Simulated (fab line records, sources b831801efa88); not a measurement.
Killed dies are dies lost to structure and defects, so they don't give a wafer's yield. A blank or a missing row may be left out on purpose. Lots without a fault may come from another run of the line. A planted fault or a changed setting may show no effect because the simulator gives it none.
Which tool did it? | flow sky130 | 14 lots, 42 wafers sampled, at 4 steps of a route of 708

WHAT THE GAUGES READ, wafer by wafer
SKY_FIELD_ISO_CD_MEAS_13: target cd 150 nm.
lot  | measured    | on        | cd_nm (nm)
L895 | day 2 10:22 | cd_sem-02 | 151.7 150.4 150.7
L894 | day 2 10:30 | cd_sem-01 | 150.8 150.5 150.9
L896 | day 2 14:37 | cd_sem-02 | 149.1 148.7 148.9
L897 | day 2 19:37 | cd_sem-01 | 150.6 150.0 150.0
L898 | day 3 00:08 | cd_sem-01 | 151.1 151.5 152.3
L899 | day 3 05:01 | cd_sem-02 | 149.0 149.5 148.3
L901 | day 3 19:48 | cd_sem-01 | 152.3 150.6 149.7
L902 | day 4 02:09 | cd_sem-02 | 150.2 153.8 151.4
L903 | day 4 06:42 | cd_sem-01 | 152.5 151.3 151.4
L904 | day 4 09:00 | cd_sem-02 | 149.3 150.8 149.0
L905 | day 4 15:39 | cd_sem-01 | 150.4 148.8 151.3
L910 | day 5 19:53 | cd_sem-02 | 149.0 150.3 150.3
L914 | day 6 15:04 | cd_sem-01 | 148.7 152.3 150.6
L917 | day 7 14:25 | cd_sem-01 | 149.6 148.6 152.4

SKY_FIELD_ISO_THK_MEAS_25.
lot  | measured    | on            | FIELD_ISO_CVD_24_THK (nm)
L895 | day 2 12:20 | film_metro-02 | 590 607 595
L894 | day 2 13:30 | film_metro-01 | 598 580 594
L896 | day 2 17:31 | film_metro-01 | 602 575 584
L897 | day 2 21:35 | film_metro-03 | 604 606 604
L898 | day 3 02:40 | film_metro-01 | 581 581 587
L899 | day 3 06:59 | film_metro-02 | 616 602 612
L901 | day 3 21:46 | film_metro-03 | 602 597 601
L902 | day 4 04:08 | film_metro-03 | 595 609 612
L903 | day 4 08:40 | film_metro-01 | 603 606 599
L904 | day 4 10:59 | film_metro-02 | 598 599 601
L905 | day 4 17:50 | film_metro-01 | 604 608 599
L910 | day 6 02:08 | film_metro-01 | 594 604 588
L914 | day 6 18:59 | film_metro-01 | 600 600 607
L917 | day 7 17:05 | film_metro-03 | 596 598 599

SKY_NWELL_THK_MEAS_02.
lot  | measured    | on            | NWELL_OXIDATION_THK (nm)
L895 | day 2 18:07 | film_metro-03 | 9.89 10.15 9.97
L894 | day 2 18:07 | film_metro-02 | 10.10 10.14 10.00
L896 | day 2 22:50 | film_metro-03 | 9.89 10.04 10.07
L897 | day 3 03:23 | film_metro-03 | 9.96 9.83 9.76
L898 | day 3 07:12 | film_metro-02 | 9.92 10.08 9.95
L899 | day 3 10:51 | film_metro-02 | 10.49 10.24 10.24
L901 | day 4 03:17 | film_metro-03 | 9.93 10.02 10.09
L902 | day 4 08:04 | film_metro-03 | 9.98 9.89 10.12
L903 | day 4 13:48 | film_metro-03 | 10.15 10.17 9.99
L904 | day 4 16:31 | film_metro-03 | 10.13 10.07 10.24
L905 | day 5 00:07 | film_metro-03 | 9.99 10.07 10.10
L910 | day 6 07:56 | film_metro-03 | 10.10 10.15 10.12
L914 | day 7 00:26 | film_metro-03 | 9.65 9.67 9.64
L917 | day 8 00:05 | film_metro-03 | 9.74 10.11 10.09

WHICH TOOL RAN EACH LOT (tool, then ch and the chambers of the sampled wafers, then the start)
lot  | SKY_FIELD_ISO_WET_ETCH_30
L895 | wet_bench-02 ch 0, day 2 15:43
L894 | wet_bench-04 ch 3, day 2 16:13
L896 | wet_bench-04 ch 2, day 2 21:14
L897 | wet_bench-04 ch 2, day 3 01:01
L898 | wet_bench-01 ch 0, day 3 05:43
L899 | wet_bench-01 ch 1, day 3 09:22
L901 | wet_bench-01 ch 3, day 4 00:53
L902 | wet_bench-01 ch 1, day 4 06:32
L903 | wet_bench-02 ch 2, day 4 11:34
L904 | wet_bench-04 ch 0, day 4 14:36
L905 | wet_bench-01 ch 1, day 4 20:13
L910 | wet_bench-02 ch 0, day 6 05:52
L914 | wet_bench-02 ch 2, day 6 22:22
L917 | wet_bench-02 ch 0, day 7 20:41
- SKY_FIELD_ISO_WET_ETCH_30: etches SiO2 in dHF, target depth 25 nm, time 48.24 s.

WHAT THE TOOLS THEMSELVES READ (means of the sampled wafers that have a number; where no wafer has one, the mark that the record gives instead)
SKY_FIELD_ISO_WET_ETCH_30.
lot  | tool         | bath_heat_duty_pct (%) | temp_c (C)
L895 | wet_bench-02 | 6.3                    | 24.95
L894 | wet_bench-04 | 6.7                    | 25.02
L896 | wet_bench-04 | 6.4                    | 25.09
L897 | wet_bench-04 | 6.6                    | 25.02
L898 | wet_bench-01 | 7.4                    | 24.89
L899 | wet_bench-01 | 7.1                    | 25.10
L901 | wet_bench-01 | 0.0                    | 15.82
L902 | wet_bench-01 | 0.0                    | 15.94
L903 | wet_bench-02 | 6.5                    | 25.05
L904 | wet_bench-04 | 6.7                    | 24.97
L905 | wet_bench-01 | 0.0                    | 15.86
L910 | wet_bench-02 | 6.0                    | 25.17
L914 | wet_bench-02 | 6.3                    | 25.08
L917 | wet_bench-02 | 6.6                    | 24.96

THE ANSWER, worked out from the rows above alone
Rule: what is usual is taken from the lots themselves. Put in order of their means at a reading, lots are off if they are a third of the lots or fewer, leave a main group of 4 or more, and stand apart from it by a gap of 3 or more times the standard deviation of the main group's means; of several such gaps the widest counts. A main group whose means are all the same, to the digits that the tables above print for the reading, isn't used. A lot without any number at a reading at which 4 lots or more have one is off too. The other lots that the step has rows for count as sound. The gauges are gone through in route order, then the tools' own readings, and for those a lot's mean is taken as printed above. The first step at which some lot is off is used, and at that step the reading that is off furthest; a lot without a number counts as furthest.
Off: L901, L902, L905, at SKY_FIELD_ISO_WET_ETCH_30 (temp_c). The main group: mean 25.03 C, standard deviation 0.077.
A tool fits if, at that step or a process step before it, it ran every lot that is off, and no sound lot after the first of them. One fits: wet_bench-01 at SKY_FIELD_ISO_WET_ETCH_30. Its last sound lot is L899 (day 3 09:22), its first lot that is off L901 (day 4 00:53): a fault that began between those two fits.
The tool's own readings at SKY_FIELD_ISO_WET_ETCH_30 bear it out: on the lots that are off they differ by more than 5 times the standard deviation of the sound lots' means. bath_heat_duty_pct reads 0.0 % there against 6.6 % on the sound lots; temp_c reads 15.87 C there against 25.03 C on the sound lots.

WHAT THE SIMULATOR HAD PUT IN
Process parameter drift: wet_bench-01, from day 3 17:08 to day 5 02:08, at SKY_FIELD_ISO_WET_ETCH_30. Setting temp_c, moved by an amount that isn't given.
Lots struck among those shown: L901, L902, L905. The rule above found the same.
